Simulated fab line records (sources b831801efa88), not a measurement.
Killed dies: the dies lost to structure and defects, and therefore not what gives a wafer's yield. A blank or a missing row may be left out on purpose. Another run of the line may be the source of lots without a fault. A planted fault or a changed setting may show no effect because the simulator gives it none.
Problem report, 8D (eight disciplines) form, completed by code :: flow sfq line :: the parts of the form that need people (team, actions taken, sign-off) are left out

== 1. WHAT WENT WRONG ==
At SFQ_TRILAYER_M5_BARC_OPEN_METAL_ETCH_161, rf fwd power W averages 690.4 W over 6 wafers from 2 lots, while fault-free wafers read 594.3 W, standard deviation 2.2. Measured from the usual mean, that is +44 standard deviations.
The step: etches BARC in O2, target depth 125 nm, time 41.7 s.
First observed at day 62 04:12: wafer L678.1, on rie metal-01. At this step, 18 wafers from 6 lots have a number in the record. Rule for "out", or "out of limits": more than 4 standard deviations from the usual mean. The other wafers with a number count as sound.

== 2. WHAT IT IS, AND WHAT IT ISN'T ==
question: which readings at this step
is: rf fwd power W
is not: bias w, drypump motor current A, oes product au

question: which lots
is: L678, L680
is not: L664, L669, L684, L687

question: which wafers of those lots
is: all that have a number
is not: -

question: read on which tools
is: rie metal-01
is not: rie metal-03, rie metal-04

question: when
is: from day 62 04:12
is not: up to then (6 sound wafers); but 6 sound wafers of L684, L687 came after

== 3. THE SUSPECTS, EACH WITH WHAT RULES IT OUT ==
Counting: a tool stays on the suspect list if, at a process step up to the reading, it processed all lots that are out and no sound lot following the first of them.
- rie metal-01 at SFQ_TRILAYER_M5_BARC_OPEN_METAL_ETCH_161 (etches BARC in O2, target depth 125 nm, time 41.7 s): kept. It ran every lot that is out, first L678 (day 62 04:12), and no sound lot after that; its last sound lot up to then is L669 (day 59 10:12). Out on those wafers are its own readings of rf fwd power W.
Remaining after the count: rie metal-01 at SFQ_TRILAYER_M5_BARC_OPEN_METAL_ETCH_161.

== 4. THE CAUSE (what the simulator had put in) ==
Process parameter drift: rie metal-01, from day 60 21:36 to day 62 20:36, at SFQ_TRILAYER_M5_BARC_OPEN_METAL_ETCH_161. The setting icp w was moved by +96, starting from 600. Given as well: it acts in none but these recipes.
Counting left only this tool.

== 5. SEQUENCE OF EFFECTS, ordered by route ==
Rows list readings where the struck wafers' mean (over those with a number) sits beyond 3 standard deviations from the usual. Only readings whose record carries a usual standard deviation are examined. hours: median over the lots of the time between each lot's start at the first step of this table that gives one and its start at this step. sigmas: the change, counted in usual standard deviations.
hours: 0
step: SFQ_TRILAYER_M5_BARC_OPEN_METAL_ETCH_161
reading: rf fwd power W
usual: 594.3 W
on struck wafers: 690.4
change: +96.1
sigmas: +44
Here are the process steps it includes:
- SFQ_TRILAYER_M5_BARC_OPEN_METAL_ETCH_161: etches BARC in O2, target depth 125 nm, time 41.7 s.

== 6. HOW IT WOULD HAVE BEEN CAUGHT EARLIER ==
31 hours passed between the start of the fault at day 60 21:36 and the first reading out of limits in this record, taken at day 62 04:12.
